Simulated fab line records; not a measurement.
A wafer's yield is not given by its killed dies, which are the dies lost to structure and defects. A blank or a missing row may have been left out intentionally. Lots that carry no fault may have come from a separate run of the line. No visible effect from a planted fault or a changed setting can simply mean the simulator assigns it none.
Which tool did it? :: flow gf180mcu :: Sampling: 24 lots, 72 wafers, 6 of 602 route steps

== WHAT THE GAUGES READ, wafer by wafer ==
GF_M1_CD_MEAS_14: the cd target is 230 nm.
lot: L074
measured: day 16 20:30
on: cd_sem-02
cd_nm (nm): 230.6 231.3 230.5

lot: L075
measured: day 17 12:49
on: cd_sem-01
cd_nm (nm): 228.5 227.2 228.8

lot: L076
measured: day 17 21:58
on: cd_sem-02
cd_nm (nm): 229.4 229.7 230.6

lot: L077
measured: day 18 01:14
on: cd_sem-01
cd_nm (nm): 227.3 228.1 228.3

lot: L078
measured: day 18 11:57
on: cd_sem-01
cd_nm (nm): 230.1 231.4 230.6

lot: L079
measured: day 18 17:54
on: cd_sem-01
cd_nm (nm): 230.5 228.9 228.7

lot: L080
measured: day 19 09:57
on: cd_sem-02
cd_nm (nm): 231.2 231.1 231.1

lot: L081
measured: day 19 17:22
on: cd_sem-02
cd_nm (nm): 231.4 232.0 231.1

lot: L082
measured: day 20 02:47
on: cd_sem-01
cd_nm (nm): 229.8 230.3 228.6

lot: L083
measured: day 20 09:09
on: cd_sem-01
cd_nm (nm): 226.5 226.7 227.3

lot: L084
measured: day 20 22:32
on: cd_sem-02
cd_nm (nm): 230.1 231.1 231.6

lot: L085
measured: day 21 03:03
on: cd_sem-01
cd_nm (nm): 229.8 229.9 229.3

lot: L086
measured: day 21 21:53
on: cd_sem-01
cd_nm (nm): 231.6 230.3 230.2

lot: L087
measured: day 22 08:41
on: cd_sem-02
cd_nm (nm): 230.3 229.8 230.2

lot: L088
measured: day 22 11:04
on: cd_sem-01
cd_nm (nm): 229.0 229.2 228.9

lot: L089
measured: day 22 17:29
on: cd_sem-02
cd_nm (nm): 230.2 229.7 230.9

lot: L090
measured: day 23 01:02
on: cd_sem-02
cd_nm (nm): 230.3 231.5 230.9

lot: L091
measured: day 23 12:14
on: cd_sem-01
cd_nm (nm): 228.7 230.1 230.8

lot: L092
measured: day 23 20:08
on: cd_sem-02
cd_nm (nm): 227.5 228.0 227.8

lot: L093
measured: day 24 02:50
on: cd_sem-01
cd_nm (nm): 230.4 230.4 230.0

lot: L094
measured: day 24 06:08
on: cd_sem-01
cd_nm (nm): 230.7 230.8 229.7

lot: L095
measured: day 24 17:24
on: cd_sem-01
cd_nm (nm): 228.7 228.5 228.0

lot: L096
measured: day 25 01:45
on: cd_sem-01
cd_nm (nm): 229.6 229.2 230.3

lot: L097
measured: day 25 07:54
on: cd_sem-01
cd_nm (nm): 231.7 232.4 230.9

GF_V2_BOW_MEAS_05.
lot: L074
measured: day 19 00:14
on: film_metro-02
V2_BOW (um): 93 82 81

lot: L075
measured: day 19 16:43
on: film_metro-01
V2_BOW (um): 101 97 95

lot: L076
measured: day 20 02:25
on: film_metro-01
V2_BOW (um): 89 92 87

lot: L077
measured: day 20 05:33
on: film_metro-04
V2_BOW (um): 90 92 95

lot: L078
measured: day 20 16:18
on: film_metro-02
V2_BOW (um): 98 89 94

lot: L079
measured: day 20 23:33
on: film_metro-04
V2_BOW (um): 95 98 99

lot: L080
measured: day 21 14:59
on: film_metro-04
V2_BOW (um): 101 87 94

lot: L081
measured: day 21 21:54
on: film_metro-02
V2_BOW (um): 96 85 96

lot: L082
measured: day 22 06:18
on: film_metro-04
V2_BOW (um): 94 92 92

lot: L083
measured: day 22 11:19
on: film_metro-04
V2_BOW (um): 102 99 86

lot: L084
measured: day 23 02:54
on: film_metro-01
V2_BOW (um): 93 99 92

lot: L085
measured: day 23 04:50
on: film_metro-02
V2_BOW (um): 97 99 109

lot: L086
measured: day 23 23:50
on: film_metro-04
V2_BOW (um): 105 88 94

lot: L087
measured: day 24 10:54
on: film_metro-04
V2_BOW (um): 100 108 98

lot: L088
measured: day 24 13:22
on: film_metro-02
V2_BOW (um): 91 94 92

lot: L089
measured: day 24 19:14
on: film_metro-04
V2_BOW (um): 110 113 98

lot: L090
measured: day 25 02:33
on: film_metro-04
V2_BOW (um): 95 107 96

lot: L091
measured: day 25 12:32
on: film_metro-04
V2_BOW (um): 101 97 77

lot: L092
measured: day 25 20:07
on: film_metro-01
V2_BOW (um): 93 85 104

lot: L093
measured: day 26 02:20
on: film_metro-01
V2_BOW (um): 95 93 96

lot: L094
measured: day 26 06:27
on: film_metro-01
V2_BOW (um): 105 107 109

lot: L095
measured: day 26 16:44
on: film_metro-02
V2_BOW (um): 96 90 91

lot: L096
measured: day 26 23:44
on: film_metro-02
V2_BOW (um): 101 112 98

lot: L097
measured: day 27 06:19
on: film_metro-02
V2_BOW (um): 93 92 107

GF_M4_RS_MEAS_05: uses a four-point probe to measure.
lot: L074
measured: day 22 06:13
on: film_metro-01
M4_ALCU_RS (ohm/sq): 0.0703 0.0699 0.0699

lot: L075
measured: day 22 20:27
on: film_metro-03
M4_ALCU_RS (ohm/sq): 0.0701 0.0689 0.0698

lot: L076
measured: day 23 06:05
on: film_metro-01
M4_ALCU_RS (ohm/sq): 0.0702 0.0698 0.0706

lot: L077
measured: day 23 09:47
on: film_metro-03
M4_ALCU_RS (ohm/sq): 0.0702 0.0697 0.0701

lot: L078
measured: day 23 18:37
on: film_metro-03
M4_ALCU_RS (ohm/sq): 0.0689 0.0696 0.0694

lot: L079
measured: day 24 01:58
on: film_metro-04
M4_ALCU_RS (ohm/sq): 0.0689 0.0688 0.0693

lot: L080
measured: day 24 17:49
on: film_metro-04
M4_ALCU_RS (ohm/sq): 0.0682 0.0692 0.0686

lot: L081
measured: day 24 23:09
on: film_metro-01
M4_ALCU_RS (ohm/sq): 0.0699 0.0694 0.0698

lot: L082
measured: day 25 07:01
on: film_metro-04
M4_ALCU_RS (ohm/sq): 0.0705 0.0706 0.0706

lot: L083
measured: day 25 10:38
on: film_metro-01
M4_ALCU_RS (ohm/sq): 0.0706 0.0698 0.0695

lot: L084
measured: day 26 01:31
on: film_metro-03
M4_ALCU_RS (ohm/sq): 0.0688 0.0694 0.0680

lot: L085
measured: day 26 04:08
on: film_metro-03
M4_ALCU_RS (ohm/sq): 0.0695 0.0696 0.0686

lot: L086
measured: day 26 22:35
on: film_metro-03
M4_ALCU_RS (ohm/sq): 0.0694 0.0689 0.0691

lot: L087
measured: day 27 07:28
on: film_metro-01
M4_ALCU_RS (ohm/sq): 0.0697 0.0697 0.0698

lot: L088
measured: day 27 10:18
on: film_metro-01
M4_ALCU_RS (ohm/sq): 0.0689 0.0698 0.0687

lot: L089
measured: day 27 15:02
on: film_metro-03
M4_ALCU_RS (ohm/sq): 0.0689 0.0693 0.0697

lot: L090
measured: day 27 20:52
on: film_metro-03
M4_ALCU_RS (ohm/sq): 0.0699 0.0696 0.0696

lot: L091
measured: day 28 05:56
on: film_metro-03
M4_ALCU_RS (ohm/sq): 0.0692 0.0687 0.0698

lot: L092
measured: day 28 13:55
on: film_metro-04
M4_ALCU_RS (ohm/sq): 0.0704 0.0698 0.0704

lot: L093
measured: day 28 20:14
on: film_metro-01
M4_ALCU_RS (ohm/sq): 0.0690 0.0691 0.0693

lot: L094
measured: day 28 23:49
on: film_metro-03
M4_ALCU_RS (ohm/sq): 0.0694 0.0701 0.0696

lot: L095
measured: day 29 09:02
on: film_metro-04
M4_ALCU_RS (ohm/sq): 0.0694 0.0698 0.0703

lot: L096
measured: day 29 15:28
on: film_metro-04
M4_ALCU_RS (ohm/sq): 0.0684 0.0687 0.0680

lot: L097
measured: day 29 21:21
on: film_metro-03
M4_ALCU_RS (ohm/sq): 0.0699 0.0703 0.0704

GF_PASSIVATION_THK_MEAS_03.
lot: L074
measured: day 27 23:59
on: film_metro-02
PASSIVATION_CVD_02_THK (nm): 700 706 705

lot: L075
measured: day 28 10:43
on: film_metro-01
PASSIVATION_CVD_02_THK (nm): 694 701 697

lot: L076
measured: day 28 20:28
on: film_metro-04
PASSIVATION_CVD_02_THK (nm): 684 684 700

lot: L077
measured: day 28 22:53
on: film_metro-04
PASSIVATION_CVD_02_THK (nm): 686 691 698

lot: L078
measured: day 29 06:19
on: film_metro-02
PASSIVATION_CVD_02_THK (nm): 697 695 704

lot: L079
measured: day 29 12:59
on: film_metro-04
PASSIVATION_CVD_02_THK (nm): 690 697 695

lot: L080
measured: day 30 02:35
on: film_metro-01
PASSIVATION_CVD_02_THK (nm): 699 710 698

lot: L081
measured: day 30 06:23
on: film_metro-01
PASSIVATION_CVD_02_THK (nm): 695 691 702

lot: L082
measured: day 30 12:40
on: film_metro-04
PASSIVATION_CVD_02_THK (nm): 688 710 710

lot: L083
measured: day 30 17:18
on: film_metro-01
PASSIVATION_CVD_02_THK (nm): 708 695 702

lot: L084
measured: day 31 05:34
on: film_metro-04
PASSIVATION_CVD_02_THK (nm): 693 697 697

lot: L085
measured: day 31 09:06
on: film_metro-02
PASSIVATION_CVD_02_THK (nm): 685 685 705

lot: L086
measured: day 31 21:59
on: film_metro-04
PASSIVATION_CVD_02_THK (nm): 691 719 708

lot: L087
measured: day 32 06:38
on: film_metro-01
PASSIVATION_CVD_02_THK (nm): 693 702 706

lot: L088
measured: day 32 08:59
on: film_metro-01
PASSIVATION_CVD_02_THK (nm): 705 712 696

lot: L089
measured: day 32 12:05
on: film_metro-04
PASSIVATION_CVD_02_THK (nm): 701 686 705

lot: L090
measured: day 32 18:53
on: film_metro-01
PASSIVATION_CVD_02_THK (nm): 687 696 698

lot: L091
measured: day 33 00:40
on: film_metro-02
PASSIVATION_CVD_02_THK (nm): 688 703 699

lot: L092
measured: day 33 07:17
on: film_metro-04
PASSIVATION_CVD_02_THK (nm): 702 689 694

lot: L093
measured: day 33 13:14
on: film_metro-02
PASSIVATION_CVD_02_THK (nm): 702 708 704

lot: L094
measured: day 33 15:57
on: film_metro-04
PASSIVATION_CVD_02_THK (nm): 702 694 704

lot: L095
measured: day 33 23:34
on: film_metro-04
PASSIVATION_CVD_02_THK (nm): 695 700 702

lot: L096
measured: day 34 05:23
on: film_metro-01
PASSIVATION_CVD_02_THK (nm): 703 715 714

lot: L097
measured: day 34 09:55
on: film_metro-04
PASSIVATION_CVD_02_THK (nm): 698 703 707

== EACH LOT AND THE TOOL THAT RAN IT (in order: tool; ch and the chambers of the sampled wafers; start) ==
lot: L074
GF_V2_CVD_02: pecvd-04 ch 1,2, day 18 23:49
GF_V2_CVD_23: cvd_w-01 ch 0,1, day 20 02:23

lot: L075
GF_V2_CVD_02: pecvd-01 ch 0,2, day 19 16:16
GF_V2_CVD_23: cvd_w-02 ch 0,1, day 20 17:07

lot: L076
GF_V2_CVD_02: pecvd-01 ch 0,1,2, day 20 01:59
GF_V2_CVD_23: cvd_w-02 ch 0,1, day 21 03:37

lot: L077
GF_V2_CVD_02: pecvd-03 ch 0,1,2, day 20 05:07
GF_V2_CVD_23: cvd_w-01 ch 0,1, day 21 07:22

lot: L078
GF_V2_CVD_02: pecvd-04 ch 0,1, day 20 15:52
GF_V2_CVD_23: cvd_w-01 ch 0,1, day 21 16:42

lot: L079
GF_V2_CVD_02: pecvd-03 ch 0,1,2, day 20 23:07
GF_V2_CVD_23: cvd_w-01 ch 0,1, day 21 23:58

lot: L080
GF_V2_CVD_02: pecvd-04 ch 0,1,2, day 21 14:31
GF_V2_CVD_23: cvd_w-02 ch 0,1, day 22 15:21

lot: L081
GF_V2_CVD_02: pecvd-01 ch 0, day 21 21:25
GF_V2_CVD_23: cvd_w-02 ch 0,1, day 22 22:06

lot: L082
GF_V2_CVD_02: pecvd-01 ch 1,2, day 22 05:52
GF_V2_CVD_23: cvd_w-02 ch 0,1, day 23 06:36

lot: L083
GF_V2_CVD_02: pecvd-03 ch 0,1,2, day 22 10:53
GF_V2_CVD_23: cvd_w-01 ch 0,1, day 23 11:19

lot: L084
GF_V2_CVD_02: pecvd-03 ch 0,1, day 23 02:25
GF_V2_CVD_23: cvd_w-02 ch 0,1, day 24 02:16

lot: L085
GF_V2_CVD_02: pecvd-04 ch 0,1, day 23 04:24
GF_V2_CVD_23: cvd_w-02 ch 0,1, day 24 04:47

lot: L086
GF_V2_CVD_02: pecvd-03 ch 0,1, day 23 23:25
GF_V2_CVD_23: cvd_w-02 ch 0,1, day 24 23:25

lot: L087
GF_V2_CVD_02: pecvd-01 ch 0,1,2, day 24 10:28
GF_V2_CVD_23: cvd_w-02 ch 0,1, day 25 09:25

lot: L088
GF_V2_CVD_02: pecvd-03 ch 0,2, day 24 12:55
GF_V2_CVD_23: cvd_w-02 ch 0,1, day 25 12:45

lot: L089
GF_V2_CVD_02: pecvd-03 ch 0,1,2, day 24 18:49
GF_V2_CVD_23: cvd_w-02 ch 0,1, day 25 17:40

lot: L090
GF_V2_CVD_02: pecvd-04 ch 0,1, day 25 02:05
GF_V2_CVD_23: cvd_w-02 ch 0,1, day 26 00:18

lot: L091
GF_V2_CVD_02: pecvd-04 ch 1,2, day 25 12:04
GF_V2_CVD_23: cvd_w-02 ch 0,1, day 26 10:23

lot: L092
GF_V2_CVD_02: pecvd-04 ch 1,2, day 25 19:41
GF_V2_CVD_23: cvd_w-02 ch 0,1, day 26 17:40

lot: L093
GF_V2_CVD_02: pecvd-01 ch 0, day 26 01:52
GF_V2_CVD_23: cvd_w-02 ch 0,1, day 27 00:19

lot: L094
GF_V2_CVD_02: pecvd-04 ch 0,1,2, day 26 06:01
GF_V2_CVD_23: cvd_w-02 ch 0,1, day 27 04:20

lot: L095
GF_V2_CVD_02: pecvd-01 ch 0,1, day 26 16:01
GF_V2_CVD_23: cvd_w-01 ch 0,1, day 27 13:56

lot: L096
GF_V2_CVD_02: pecvd-04 ch 0,2, day 26 23:19
GF_V2_CVD_23: cvd_w-02 ch 0,1, day 27 21:01

lot: L097
GF_V2_CVD_02: pecvd-01 ch 0,2, day 27 05:53
GF_V2_CVD_23: cvd_w-01 ch 0,1, day 28 03:07
- GF_V2_CVD_02: deposits SiO2 from TEOS, target thk 850 nm, time 94.851 s.
- GF_V2_CVD_23: deposits W, target thk 350 nm, time 104.94 s.

== AS READ BY THE TOOLS THEMSELVES (means over the sampled wafers that have a number; for cases with no such wafer, the mark the record gives instead) ==
GF_V2_CVD_02.
lot: L074
tool: pecvd-04
heater_power_w (W): 693
susceptor_temp_C (C): 400.03

lot: L075
tool: pecvd-01
heater_power_w (W): 642
susceptor_temp_C (C): 399.98

lot: L076
tool: pecvd-01
heater_power_w (W): 624
susceptor_temp_C (C): 399.72

lot: L077
tool: pecvd-03
heater_power_w (W): 712
susceptor_temp_C (C): 400.11

lot: L078
tool: pecvd-04
heater_power_w (W): 611
susceptor_temp_C (C): 399.89

lot: L079
tool: pecvd-03
heater_power_w (W): 762
susceptor_temp_C (C): 399.94

lot: L080
tool: pecvd-04
heater_power_w (W): 676
susceptor_temp_C (C): 400.14

lot: L081
tool: pecvd-01
heater_power_w (W): 572
susceptor_temp_C (C): 399.80

lot: L082
tool: pecvd-01
heater_power_w (W): 654
susceptor_temp_C (C): 400.00

lot: L083
tool: pecvd-03
heater_power_w (W): 741
susceptor_temp_C (C): 400.18

lot: L084
tool: pecvd-03
heater_power_w (W): 751
susceptor_temp_C (C): 399.98

lot: L085
tool: pecvd-04
heater_power_w (W): 600
susceptor_temp_C (C): 400.03

lot: L086
tool: pecvd-03
heater_power_w (W): 760
susceptor_temp_C (C): 400.15

lot: L087
tool: pecvd-01
heater_power_w (W): 641
susceptor_temp_C (C): 400.20

lot: L088
tool: pecvd-03
heater_power_w (W): 733
susceptor_temp_C (C): 400.05

lot: L089
tool: pecvd-03
heater_power_w (W): 722
susceptor_temp_C (C): 400.00

lot: L090
tool: pecvd-04
heater_power_w (W): 667
susceptor_temp_C (C): 399.92

lot: L091
tool: pecvd-04
heater_power_w (W): 743
susceptor_temp_C (C): 399.98

lot: L092
tool: pecvd-04
heater_power_w (W): 713
susceptor_temp_C (C): 400.31

lot: L093
tool: pecvd-01
heater_power_w (W): 589
susceptor_temp_C (C): 399.91

lot: L094
tool: pecvd-04
heater_power_w (W): 671
susceptor_temp_C (C): 400.06

lot: L095
tool: pecvd-01
heater_power_w (W): 591
susceptor_temp_C (C): 399.81

lot: L096
tool: pecvd-04
heater_power_w (W): 668
susceptor_temp_C (C): 399.93

lot: L097
tool: pecvd-01
heater_power_w (W): 660
susceptor_temp_C (C): 399.86

GF_V2_CVD_23.
lot: L074
tool: cvd_w-01
heater_power_w (W): 734
susceptor_temp_C (C): 400.21

lot: L075
tool: cvd_w-02
heater_power_w (W): 888
susceptor_temp_C (C): 399.92

lot: L076
tool: cvd_w-02
heater_power_w (W): 781
susceptor_temp_C (C): 400.14

lot: L077
tool: cvd_w-01
heater_power_w (W): 730
susceptor_temp_C (C): 400.12

lot: L078
tool: cvd_w-01
heater_power_w (W): 738
susceptor_temp_C (C): 399.97

lot: L079
tool: cvd_w-01
heater_power_w (W): 730
susceptor_temp_C (C): 400.22

lot: L080
tool: cvd_w-02
heater_power_w (W): 888
susceptor_temp_C (C): 400.04

lot: L081
tool: cvd_w-02
heater_power_w (W): 882
susceptor_temp_C (C): 399.95

lot: L082
tool: cvd_w-02
heater_power_w (W): 887
susceptor_temp_C (C): 399.96

lot: L083
tool: cvd_w-01
heater_power_w (W): 726
susceptor_temp_C (C): 399.82

lot: L084
tool: cvd_w-02
heater_power_w (W): 895
susceptor_temp_C (C): 400.05

lot: L085
tool: cvd_w-02
heater_power_w (W): 777
susceptor_temp_C (C): 399.97

lot: L086
tool: cvd_w-02
heater_power_w (W): 789
susceptor_temp_C (C): 400.00

lot: L087
tool: cvd_w-02
heater_power_w (W): 790
susceptor_temp_C (C): 400.26

lot: L088
tool: cvd_w-02
heater_power_w (W): 802
susceptor_temp_C (C): 399.71

lot: L089
tool: cvd_w-02
heater_power_w (W): 799
susceptor_temp_C (C): 399.90

lot: L090
tool: cvd_w-02
heater_power_w (W): 794
susceptor_temp_C (C): 400.49

lot: L091
tool: cvd_w-02
heater_power_w (W): 888
susceptor_temp_C (C): 400.21

lot: L092
tool: cvd_w-02
heater_power_w (W): 793
susceptor_temp_C (C): 399.91

lot: L093
tool: cvd_w-02
heater_power_w (W): 892
susceptor_temp_C (C): 400.00

lot: L094
tool: cvd_w-02
heater_power_w (W): 792
susceptor_temp_C (C): 399.83

lot: L095
tool: cvd_w-01
heater_power_w (W): 737
susceptor_temp_C (C): 400.20

lot: L096
tool: cvd_w-02
heater_power_w (W): 886
susceptor_temp_C (C): 400.10

lot: L097
tool: cvd_w-01
heater_power_w (W): 736
susceptor_temp_C (C): 399.86

== THE ANSWER, worked out from the rows above alone ==
Rule: the lots themselves supply what counts as usual. The widest of any qualifying gaps counts: lots, ordered by their means at a reading, are off when they make up no more than a third of the lots, leave a main group of 4 or more, and stand apart from it by 3 or more times the standard deviation of that group's means. Not used: any main group whose means are identical at the precision the tables above print for the reading. A lot without any number at a reading at which 4 lots or more have one is off too. All remaining lots with rows at the step are treated as sound. First the gauges in route order, then the tools' own readings, where a lot's mean is used as printed above. The first step at which some lot is off is used, and at that step the reading that is off furthest; a lot without a number counts as furthest.
No lot is off on any of the readings shown, so nothing can be concluded from this.

== WHAT THE SIMULATOR HAD PUT IN ==
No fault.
